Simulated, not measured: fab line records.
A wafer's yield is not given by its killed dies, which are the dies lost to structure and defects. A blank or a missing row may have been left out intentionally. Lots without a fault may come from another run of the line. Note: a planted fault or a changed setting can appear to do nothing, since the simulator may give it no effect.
A single fault, viewed from 2 desks	flow sky130	numbers are kept per desk, each desk with only its own; the story behind them comes last

## FROM THE METROLOGY DESK
Lot by lot, what the gauges showed, no matter which tool ran the lot: averages of those sampled wafers that carry a number. Marked OUT: a lot whose mean sits more than 4 standard deviations from the usual mean, which makes it out of limits; the brackets give that distance.
Columns: A = CAPM_CVD_00_THK at SKY_CAPM_THK_MEAS_01, usual 15.53 nm
lot	first seen here	A
L328	day 36 12:54	15.67
L331	day 37 01:42	15.53
L333	day 38 00:33	18.43 (+13) OUT
L337	day 38 19:51	21.33 (+25) OUT
L341	day 39 20:58	15.42
L345	day 41 05:14	15.57
L346	day 41 11:50	15.73
L347	day 41 16:50	15.72
L348	day 42 08:38	15.13
L350	day 43 02:12	15.65
Finding of this desk: L333, L337 out of limits, first seen on L333 at day 38 00:33 (CAPM_CVD_00_THK at SKY_CAPM_THK_MEAS_01). In limits: L328, L331, L341, L345, L346, L347, L348, L350.

## DESK OF THE TOOL OWNER: pecvd-02
The tool's own readings at SKY_CAPM_CVD_00 (deposits SiO2, target thk 15.5 nm): means of the sampled wafers that have a number, for each lot that ran on this tool. Marked OUT: a lot whose mean sits more than 4 standard deviations from the usual mean, which makes it out of limits; the brackets give that distance.
Columns: A = heater-power-w at SKY_CAPM_CVD_00, usual 800 W
lot	first seen here	A
L328	day 36 12:52	822
L333	day 38 00:31	843
L337	day 38 19:49	802
L347	day 41 16:48	778
L350	day 43 02:10	776
Finding of this desk: none of the 5 lots has anything out of limits.

## BROUGHT TOGETHER
On L333, L337, the metrology desk was in a position to raise an alarm at day 38 00:33.
Nothing out of limits was seen by the tool owner's desk.
The tool owner's desk has L333, L337 on record, within its limits.
The lots listed all ran SKY_CAPM_CVD_00 on pecvd-02.

## WHAT THE SIMULATOR HAD PUT IN
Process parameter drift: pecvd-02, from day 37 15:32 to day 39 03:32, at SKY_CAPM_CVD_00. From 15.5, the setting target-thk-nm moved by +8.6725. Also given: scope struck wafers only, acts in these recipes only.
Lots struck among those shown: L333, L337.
Hours from the fault's start to each desk's first reading out of limits: the metrology desk, 9.
